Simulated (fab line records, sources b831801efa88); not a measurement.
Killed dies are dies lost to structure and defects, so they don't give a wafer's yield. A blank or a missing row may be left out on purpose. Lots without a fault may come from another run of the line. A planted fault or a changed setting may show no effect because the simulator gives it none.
fab line records | flow sky130
record lots=6 wafers=18 last_day=49
route steps=708 shown VT_ADJUST_LVTN@116 VT_ADJUST_NCORE@119 VT_ADJUST_HVTR@131 PAD_OPEN@708
lots that met no fault: from a run of the same line without faults
start_h: hours from the record's first day to the start of the lot's first wafer shown | wait_h: hours since the lot's step before | " the same as in the row above | L1.1+2: a row that stands for several wafers | - no value, or no start given | * or withheld: withheld | < > ~ a bound
route shown NAME@n: a module of which the file shows steps, and the number in the route of the first | usual: mean/standard deviation of fault-free wafers | same: alike in all rows | chamber/n: place in a boat | sites: the reading at each site | _std_site: their standard deviation | _edge_site: outer sites' mean less inner sites' | radius_mm: how far each site lies from the wafer's centre | mask NAME#n: copy n | behind: the tool/chamber that last shaped the wafer | hold: why the lot was held/for how many hours/how that ended | device: the transistor (n, p or np) that didn't switch | end of line: the same wafers' tests at the end of the route | a step without rows: its recipe alone | killed: dies lost to structure and defects at the first sort, not the wafer's yield | map: a wafer's dies, x killed, . not, _ none there
set.NAME: the setting as run; set.NAME@STEP: as run at that earlier step | model.NAME: the simulator's own value behind a step, which no gauge read
lots at some steps of the route; a table a step, a row a wafer
services: from which hour (start_h, from the record's first day; less than 0 if before it) a tool's chamber was out of use, for how many hours, and why
## steps
# step SKY_VT_ADJUST_LVTN_IMPLANT_19
# recipe species=B energy_kev=30 dose_cm2=6.5e+11 tilt_deg=withheld
# step SKY_VT_ADJUST_LVTN_STRIP_20
# recipe chemistry=O2/N2 power_w=1400 pressure_mtorr=1500 platen_temp_c=withheld o2_flow_sccm=3000 n2_flow_sccm=300 overash_fraction=0.5
# usual drypump_motor_current_A=5.28/0.25 oes_product_au=0.716/0.0048 strip_time_to_endpoint_s=14.19/0.038
# columns lot.wafer tool chamber start_h wait_h drypump_motor_current_A oes_product_au rf_hours_counter_h strip_time_to_endpoint_s
L832.2 plasma_asher-01 1 168.40 0.1 4.96 0.715 5 14.23
L832.5 " 1 " " 5.00 0.719 - 14.21
L832.6 " 0 " " 5.49 0.704 - 14.27
L838.3 plasma_asher-03 1 208.58 0.1 5.26 0.717 - 14.25
L838.5 " 1 " " 5.26 0.710 - 14.25
L838.6 " 0 " " 5.55 0.716 - 14.25
L841.1 plasma_asher-03 0 229.06 0.1 5.55 0.721 55 14.11
L841.2 " 1 " " 5.26 0.710 55 14.13
L841.5 " 1 " " 5.26 0.717 - 14.15
L845.3 plasma_asher-02 0 256.44 0.1 5.49 0.712 - 14.18
L845.5 " 0 " " 5.50 0.712 - 14.17
L845.6 " 1 " " 4.91 0.720 - 14.23
L849.1 plasma_asher-01 0 281.95 0.1 5.45 0.713 15 14.17
L849.3 " 1 " " 4.98 0.717 - 14.16
L849.6 " 0 " " 5.49 0.712 - 14.13
L851.1 plasma_asher-02 0 297.65 0.1 5.48 0.712 61 14.20
L851.3 " 0 " " 5.49 0.713 - 14.19
L851.6 " 1 " " 4.94 0.711 - 14.18
# step SKY_VT_ADJUST_LVTN_TW_MEAS_21
# usual VT_ADJUST_LVTN_2_TW=189.0/1.4
# columns lot.wafer tool chamber start_h wait_h VT_ADJUST_LVTN_2_TW
L832.2 film_metro-03 - 168.51 0.1 189.7
L832.5 " - " " 190.0
L832.6 " - " " 189.6
L838.3 film_metro-02 - 208.67 0.1 190.5
L838.5 " - " " 190.3
L838.6 " - " " 190.0
L841.1 film_metro-03 - 229.16 0.1 189.2
L841.2 " - " " 189.0
L841.5 " - " " 188.6
L845.3 film_metro-03 - 256.52 0.1 190.2
L845.5 " - " " 190.2
L845.6 " - " " 189.4
L849.1 film_metro-04 - 282.05 0.1 186.9
L849.3 " - " " 187.3
L849.6 " - " " 187.8
L851.1 film_metro-03 - 297.75 0.1 189.3
L851.3 " - " " 189.2
L851.6 " - " " 188.9
# step SKY_VT_ADJUST_NCORE_DEHYDRATE_00
# recipe temp_c=200 time_s=60
# step SKY_VT_ADJUST_NCORE_HMDS_01
# recipe prime_time_s=60 prime_temp_c=120
# step SKY_VT_ADJUST_NCORE_COAT_02
# recipe resist=NOVOLAK spin_rpm=3000 resist_thk_nm=1121
# step SKY_VT_ADJUST_NCORE_SOFTBAKE_03
# recipe temp_c=90 time_s=60 resist=NOVOLAK
# step SKY_VT_ADJUST_NCORE_EXPOSE_04
# recipe mask_id=LVTN_COMPLEMENT_THIN na=0.6 source_shape=conventional sigma_outer=0.6 polarization=unpolarized target_cd_nm=380 dose_mj=139
# step SKY_VT_ADJUST_NCORE_PEB_05
# recipe temp_c=withheld time_s=* resist=NOVOLAK
# step SKY_VT_ADJUST_NCORE_DEVELOP_06
# recipe resist=NOVOLAK developer=TMAH develop_time_s=60 dev_temp_c=23
# step SKY_VT_ADJUST_NCORE_CD_MEAS_07
# recipe target_cd_nm=380
# usual cd_nm=379.4/2.6
# columns lot.wafer tool chamber start_h wait_h cd_nm
L832.2 cd_sem-02 - 188.33 0.1 377.8
L832.5 " - " " 378.8
L832.6 " - " " 377.5
L838.3 cd_sem-01 - 230.75 0.1 376.7
L838.5 " - " " 374.3
L838.6 " - " " 375.9
L841.1 cd_sem-01 - 252.11 0.2 377.5
L841.2 " - " " 380.7
L841.5 " - " " 377.2
L845.3 cd_sem-02 - 280.75 0.1 380.8
L845.5 " - " " 378.6
L845.6 " - " " 380.6
L849.1 cd_sem-01 - 306.28 0.1 380.4
L849.3 " - " " 378.7
L849.6 " - " " 381.4
L851.1 cd_sem-02 - 323.14 0.1 379.2
L851.3 " - " " 378.9
L851.6 " - " " 379.0
# step SKY_VT_ADJUST_NCORE_OVL_MEAS_08
# usual VT_ADJUST_NCORE_OVL=0.4/1.4
# columns lot.wafer tool chamber start_h wait_h VT_ADJUST_NCORE_OVL[nm]
L832.2 overlay-02 - 188.44 0.1 -1.9
L832.5 " - " " -0.5
L832.6 " - " " -1.1
L838.3 overlay-01 - 230.85 0.1 -2.5
L838.5 " - " " -0.3
L838.6 " - " " 1.8
L841.1 overlay-01 - 252.23 0.1 -0.9
L841.2 " - " " -1.0
L841.5 " - " " -1.7
L845.3 overlay-01 - 280.85 0.1 1.0
L845.5 " - " " 3.2
L845.6 " - " " 0.8
L849.1 overlay-02 - 306.40 0.1 2.3
L849.3 " - " " 2.6
L849.6 " - " " 1.7
L851.1 overlay-02 - 323.26 0.1 0.8
L851.3 " - " " 0.9
L851.6 " - " " -0.5
# step SKY_VT_ADJUST_NCORE_IMPLANT_09
# recipe species=B energy_kev=10 dose_cm2=2.4e+12 tilt_deg=withheld
# usual faraday_current_uA=13.52/0.27
# columns lot.wafer tool chamber start_h wait_h faraday_current_uA
L832.2 implanter-02 0 188.49 0.0 13.84
L832.5 " 0 " " 13.68
L832.6 " 0 " " 13.15
L838.3 implanter-02 0 230.92 0.1 13.57
L838.5 " 0 " " 13.60
L838.6 " 0 " " 13.39
L841.1 implanter-02 0 252.26 0.0 13.91
L841.2 " 0 " " 13.56
L841.5 " 0 " " 13.47
L841.1 implanter-02 0 252.58 0.3 13.93
L841.2 " 0 " " 13.46
L841.5 " 0 " " 13.61
L845.3 implanter-03 0 280.92 0.1 12.89
L845.5 " 0 " " 13.37
L845.6 " 0 " " 13.24
L845.3 implanter-03 0 281.24 0.3 13.66
L845.5 " 0 " " 12.87
L845.6 " 0 " " 12.99
L849.1 implanter-03 0 306.43 0.0 13.79
L849.3 " 0 " " 13.82
L849.6 " 0 " " 13.46
L851.1 implanter-02 0 323.29 0.0 13.41
L851.3 " 0 " " 13.33
L851.6 " 0 " " 13.43
# step SKY_VT_ADJUST_NCORE_STRIP_10
# recipe chemistry=O2/N2 power_w=1400 pressure_mtorr=1500 platen_temp_c=withheld o2_flow_sccm=3000 n2_flow_sccm=300 overash_fraction=0.5
# usual drypump_motor_current_A=5.4/0.44 oes_product_au=0.716/0.0044 strip_time_to_endpoint_s=13.95/0.042
# columns lot.wafer tool chamber start_h wait_h drypump_motor_current_A oes_product_au rf_hours_counter_h strip_time_to_endpoint_s
L832.2 plasma_asher-02 0 188.62 0.1 5.5 0.717 50 13.95
L832.5 " 1 " " 4.9 0.707 - 13.90
L832.6 " 0 " " 5.5 0.715 - 13.96
L838.3 plasma_asher-02 0 231.05 0.1 5.5 0.701 - 14.07
L838.5 " 1 " " 4.9 0.711 - 14.03
L838.6 " 0 " " 5.5 0.711 - 13.99
L841.1 plasma_asher-04 0 252.86 0.3 5.8 0.719 43 13.91
L841.2 " 1 " " 6.2 0.720 43 13.90
L841.5 " 0 " " 5.9 0.719 - 13.90
L845.3 plasma_asher-01 1 281.37 0.1 4.9 0.708 - 13.96
L845.5 " 0 " " 5.5 0.708 - 13.93
L845.6 " 1 " " 5.0 0.717 - 13.95
L849.1 plasma_asher-01 0 306.58 0.1 5.5 0.712 18 13.91
L849.3 " 1 " " 5.0 0.717 - 13.88
L849.6 " 1 " " 5.0 0.722 - 13.88
L851.1 plasma_asher-01 0 323.44 0.1 5.5 0.715 20 13.94
L851.3 " 0 " " 5.5 0.712 - 13.93
L851.6 " 1 " " 5.0 0.715 - 13.93
# step SKY_VT_ADJUST_NCORE_TW_MEAS_11
# usual VT_ADJUST_NCORE_TW=219.2/1.9
# columns lot.wafer tool chamber start_h wait_h VT_ADJUST_NCORE_TW
L832.2 film_metro-03 - 188.73 0.1 222.2
L832.5 " - " " 221.1
L832.6 " - " " 220.4
L838.3 film_metro-03 - 231.14 0.1 221.0
L838.5 " - " " 219.8
L838.6 " - " " 220.6
L841.1 film_metro-01 - 253.06 0.2 267.0
L841.2 " - " " 266.3
L841.5 " - " " 266.3
L845.3 film_metro-01 - 281.46 0.1 265.9
L845.5 " - " " 265.1
L845.6 " - " " 264.1
L849.1 film_metro-03 - 306.74 0.1 221.0
L849.3 " - " " 218.8
L849.6 " - " " 219.0
L851.1 film_metro-01 - 323.54 0.1 215.4
L851.3 " - " " 217.9
L851.6 " - " " 215.5
# step SKY_VT_ADJUST_HVTR_DEHYDRATE_00
# recipe temp_c=200 time_s=60
# step SKY_PAD_OPEN_PROBE_99
# usual killed_at_M0_to_M3=43/7.3 killed_at_M4_up=3.5/2.2 killed_at_contacts=24/5.3 killed_at_front_end=15/4.2 killed_at_other=0.3/0.67 killed_dies=86/9.8 killed_open=47/7.2 killed_short=39/6.5
# same gross_dies=492 killed_at_back_side=0
# columns lot.wafer tool chamber start_h wait_h killed_at_M0_to_M3 killed_at_M4_up killed_at_contacts killed_at_front_end killed_at_other killed_dies killed_open killed_short
L841.1 prober-02 - 1154.11 0.1 43 3 27 11 0 84 53 31
L841.2 prober-02 - 1154.16 0.1 51 10 25 16 1 103 55 48
L841.5 prober-02 - 1154.31 0.2 54 2 27 13 0 96 54 41
L845.3 prober-02 - 1160.51 0.5 40 4 19 16 0 79 41 38
L845.5 prober-02 - 1160.61 0.5 35 4 19 14 0 72 34 38
L845.6 prober-02 - 1160.66 0.6 17 2 21 17 0 57 32 24
L851.1 prober-01 - 1181.26 0.1 56 2 23 16 1 98 57 41
L851.3 prober-01 - 1181.36 0.2 49 2 25 13 0 89 57 30
L851.6 prober-01 - 1181.51 0.2 48 7 22 16 0 93 43 50
# killed by level:class
L841.1 CONTACT:geometric_particle:open=12 VIA1:geometric_particle:short=8 VIA3:geometric_particle:open=8 LI_CONTACT:geometric_particle:open=7 VIA2:geometric_particle:open=6 VIA1:geometric_particle:open=6 METAL1:geometric_particle:short=5 FIELD_ISO:geometric_particle:open=3
L841.2 VIA1:geometric_particle:open=16 CONTACT:geometric_particle:open=10 METAL4:geometric_particle:short=8 VIA2:geometric_particle:open=6 METAL2:geometric_particle:short=6 CONTACT:geometric_particle:short=6 VIA1:geometric_particle:short=6 FIELD_ISO:geometric_particle:open=5
L841.5 VIA1:geometric_particle:open=13 VIA3:geometric_particle:open=9 LI_CONTACT:geometric_particle:open=8 CONTACT:geometric_particle:open=7 METAL1:geometric_particle:short=7 VIA2:geometric_particle:open=6 METAL2:geometric_particle:short=6 CONTACT:geometric_particle:short=5
L845.3 VIA1:geometric_particle:open=9 VIA1:geometric_particle:short=7 LI_CONTACT:geometric_particle:open=6 METAL1:geometric_particle:short=6 VIA3:geometric_particle:open=6 CONTACT:geometric_particle:short=5 FIELD_ISO:geometric_particle:open=4 POLY_GATE:geometric_particle:open=4
L845.5 VIA1:geometric_particle:open=12 CONTACT:geometric_particle:open=7 METAL2:geometric_particle:short=6 LOCAL_INTERCONNECT:geometric_particle:short=6 METAL3:geometric_particle:short=5 METAL4:geometric_particle:short=4 FIELD_ISO:geometric_particle:open=3 POLY_GATE:geometric_particle:open=3
L845.6 CONTACT:geometric_particle:open=12 FIELD_ISO:geometric_particle:open=5 POLY_GATE:geometric_particle:short=5 VIA1:geometric_particle:open=5 METAL2:geometric_particle:short=5 FIELD_ISO:geometric_particle:short=4 METAL1:geometric_particle:short=3 LI_CONTACT:geometric_particle:open=2
L851.1 VIA1:geometric_particle:open=15 CONTACT:geometric_particle:open=10 METAL2:geometric_particle:short=9 VIA3:geometric_particle:open=9 VIA2:geometric_particle:open=8 FIELD_ISO:geometric_particle:short=6 VIA1:geometric_particle:short=5 LI_CONTACT:geometric_particle:open=4
L851.3 VIA1:geometric_particle:open=13 VIA2:geometric_particle:open=11 CONTACT:geometric_particle:open=9 LI_CONTACT:geometric_particle:open=6 METAL1:geometric_particle:short=6 METAL2:geometric_particle:short=6 VIA3:geometric_particle:open=5 LOCAL_INTERCONNECT:geometric_particle:short=4
L851.6 VIA1:geometric_particle:open=12 METAL2:geometric_particle:short=7 VIA1:geometric_particle:short=7 LI_CONTACT:geometric_particle:open=7 VIA2:geometric_particle:open=5 LOCAL_INTERCONNECT:geometric_particle:short=5 METAL1:geometric_particle:short=5 POLY_GATE:geometric_particle:open=4
## services
# columns tool chamber start_h hours kind
implanter-02 - 156.80 1.1 repair
implanter-02 - 175.75 8.5 pm
plasma_asher-04 - 196.44 2.8 pm
implanter-02 - 214.25 2.6 pm
plasma_asher-01 - 251.18 9.3 repair
plasma_asher-02 - 305.27 8.1 repair
plasma_asher-03 - 321.34 79.3 repair
## key
first_sign step=SKY_VT_ADJUST_NCORE_IMPLANT_09 reading=visit direction=added
effect step=SKY_VT_ADJUST_NCORE_TW_MEAS_11 reading=VT_ADJUST_NCORE_TW direction=up sigmas=25 usual=219.2 struck=265.7
met_at SKY_VT_ADJUST_NCORE_IMPLANT_09
struck_wafers L841.1,L841.2,L841.5,L845.3,L845.5,L845.6
tester_left_out L841,L845
fault kind=repeated_step_whole tool=implanter-02,implanter-03,implanter-04 chamber=- onset_h=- steps=SKY_VT_ADJUST_NCORE_IMPLANT_09 times=1 scope=struck_lots_only
# tester_left_out: of these lots the tester's yield and bins aren't shown, on N5 and GAA mostly nor the transistor test; their killed dies are dies lost to structure and defects alone, not to doping, threshold or leakage, so they don't give the yield
